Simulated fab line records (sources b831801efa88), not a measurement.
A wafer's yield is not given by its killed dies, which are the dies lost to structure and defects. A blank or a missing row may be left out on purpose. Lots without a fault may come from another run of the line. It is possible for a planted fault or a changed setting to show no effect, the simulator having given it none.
What tool caused it? -- flow gf180mcu -- 13 lots, 39 wafers sampled, at 4 steps of a route of 602

== WHAT EACH GAUGE READ, for each wafer ==
GF_VT_IMPLANT_RS_MEAS_49: measures by four-point-probe.
lot,measured,on,MVPSD_RS (ohm/sq)
L205,day 7 20:00,film-metro-02,1173 1174 1172
L206,day 8 00:23,film-metro-03,1161 1161 1157
L207,day 8 05:22,film-metro-03,1165 1171 1169
L208,day 8 13:29,film-metro-02,1168 1165 1165
L209,day 8 18:34,film-metro-04,1174 1170 1170
L211,day 9 06:08,film-metro-04,1222 1227 1224
L212,day 9 15:06,film-metro-04,1225 1226 1226
L221,day 12 04:34,film-metro-04,1170 1172 1168
L222,day 12 13:56,film-metro-03,1164 1161 1164
L223,day 12 20:40,film-metro-02,1165 1170 1167
L224,day 13 08:56,film-metro-02,1176 1178 1175
L226,day 14 03:04,film-metro-03,1164 1168 1169
L227,day 14 15:37,film-metro-02,1171 1169 1169

GF_CONTACT_BOW_MEAS_05.
lot,measured,on,CONTACT_BOW (um)
L205,day 15 14:38,film-metro-03,63 54 68
L206,day 15 18:50,film-metro-04,69 72 65
L207,day 16 03:37,film-metro-04,73 64 65
L208,day 16 11:49,film-metro-04,69 74 68
L209,day 16 14:45,film-metro-04,69 65 71
L211,day 17 11:07,film-metro-02,69 70 67
L212,day 17 18:47,film-metro-03,54 62 77
L221,day 21 03:58,film-metro-02,53 66 54
L222,day 21 13:13,film-metro-02,63 76 66
L223,day 21 22:10,film-metro-03,66 74 71
L224,day 22 10:31,film-metro-02,68 59 69
L226,day 23 10:34,film-metro-02,70 64 66
L227,day 23 23:40,film-metro-03,60 60 48

== WHICH TOOL RAN EACH LOT (tool, then ch and the chambers of the sampled wafers, then the start) ==
lot,GF_MVPSD_IMPLANT_08,GF_SAB_ETCH_11
L205,"implanter-01 ch 0, day 5 08:29","rie-diel-03 ch 0,1, day 15 13:11"
L206,"implanter-03 ch 0, day 5 12:32","rie-diel-02 ch 0,2,3, day 15 17:19"
L207,"implanter-01 ch 0, day 5 17:37","rie-diel-01 ch 0,2,3, day 16 02:08"
L208,"implanter-03 ch 0, day 6 00:53","rie-diel-02 ch 1,2,3, day 16 10:23"
L209,"implanter-03 ch 0, day 6 04:32","rie-diel-02 ch 0,2,3, day 16 13:22"
L211,"implanter-03 ch 0, day 6 16:04","rie-diel-01 ch 0,2,3, day 17 09:43"
L212,"implanter-03 ch 0, day 6 23:52","rie-diel-03 ch 1,2,3, day 17 17:22"
L221,"implanter-01 ch 0, day 9 02:43","rie-diel-03 ch 0,1,2, day 21 02:35"
L222,"implanter-02 ch 0, day 9 12:14","rie-diel-01 ch 1,2,3, day 21 11:48"
L223,"implanter-02 ch 0, day 9 17:17","rie-diel-02 ch 1,3, day 21 20:46"
L224,"implanter-02 ch 0, day 10 03:55","rie-diel-01 ch 2,3, day 22 09:01"
L226,"implanter-03 ch 0, day 10 19:26","rie-diel-01 ch 1,2,3, day 23 09:09"
L227,"implanter-02 ch 0, day 11 08:14","rie-diel-03 ch 0,1,3, day 23 22:15"
- GF_MVPSD_IMPLANT_08
- GF_SAB_ETCH_11: etches SiO2 in C4F8/O2/Ar, target depth 55 nm, time 8.5 s.

== WHAT THE TOOLS THEMSELVES READ (means of the sampled wafers that have a number; where no wafer has one, the mark that the record gives instead) ==
GF_MVPSD_IMPLANT_08.
lot,tool,end-station-pressure-torr (Torr),tilt-deg (degrees)
L205,implanter-01,5.18e-06,-0.009
L206,implanter-03,5.09e-06,-0.002
L207,implanter-01,4.94e-06,0.011
L208,implanter-03,5.12e-06,-0.012
L209,implanter-03,4.93e-06,0.022
L211,implanter-03,5.36e-06,-0.002
L212,implanter-03,5.05e-06,-0.004
L221,implanter-01,5.14e-06,0.005
L222,implanter-02,5.17e-06,0.002
L223,implanter-02,5.01e-06,-0.024
L224,implanter-02,4.92e-06,-0.007
L226,implanter-03,5.00e-06,0.003
L227,implanter-02,5.12e-06,-0.011

GF_SAB_ETCH_11.
lot,tool,oes-product-au (a.u.)
L205,rie-diel-03,0.992
L206,rie-diel-02,0.992
L207,rie-diel-01,1.005
L208,rie-diel-02,0.997
L209,rie-diel-02,1.000
L211,rie-diel-01,1.002
L212,rie-diel-03,1.006
L221,rie-diel-03,0.996
L222,rie-diel-01,0.992
L223,rie-diel-02,0.989
L224,rie-diel-01,0.993
L226,rie-diel-01,1.007
L227,rie-diel-03,0.996

== THE ANSWER, worked out from the rows above alone ==
Rule: the lots themselves supply what counts as usual. The widest of any qualifying gaps counts: lots, ordered by their means at a reading, are off when they make up no more than a third of the lots, leave a main group of 4 or more, and stand apart from it by 3 or more times the standard deviation of that group's means. If all means in a main group match to the digits the tables above print for the reading, that group is not used. Also off: a lot with no number at a reading for which 4 or more lots have one. Any other lot the step has rows for is counted as sound. The gauges are gone through in route order, then the tools' own readings, and for those a lot's mean is taken as printed above. At the first step where some lot is off, the reading lying furthest off is the one used; lots without a number count as furthest.
Off: L211, L212, at GF_VT_IMPLANT_RS_MEAS_49 (MVPSD_RS). Mean 1168 ohm/sq and standard deviation 4.4 in the main group.
A tool fits if, at a process step before that reading, it ran every lot that is off, and no sound lot after the first of them. Gauges at GF_VT_IMPLANT_RS_MEAS_49: tried the same way as those tools. No candidate that was tried fits.

== WHAT HAD BEEN PUT IN BY THE SIMULATOR ==
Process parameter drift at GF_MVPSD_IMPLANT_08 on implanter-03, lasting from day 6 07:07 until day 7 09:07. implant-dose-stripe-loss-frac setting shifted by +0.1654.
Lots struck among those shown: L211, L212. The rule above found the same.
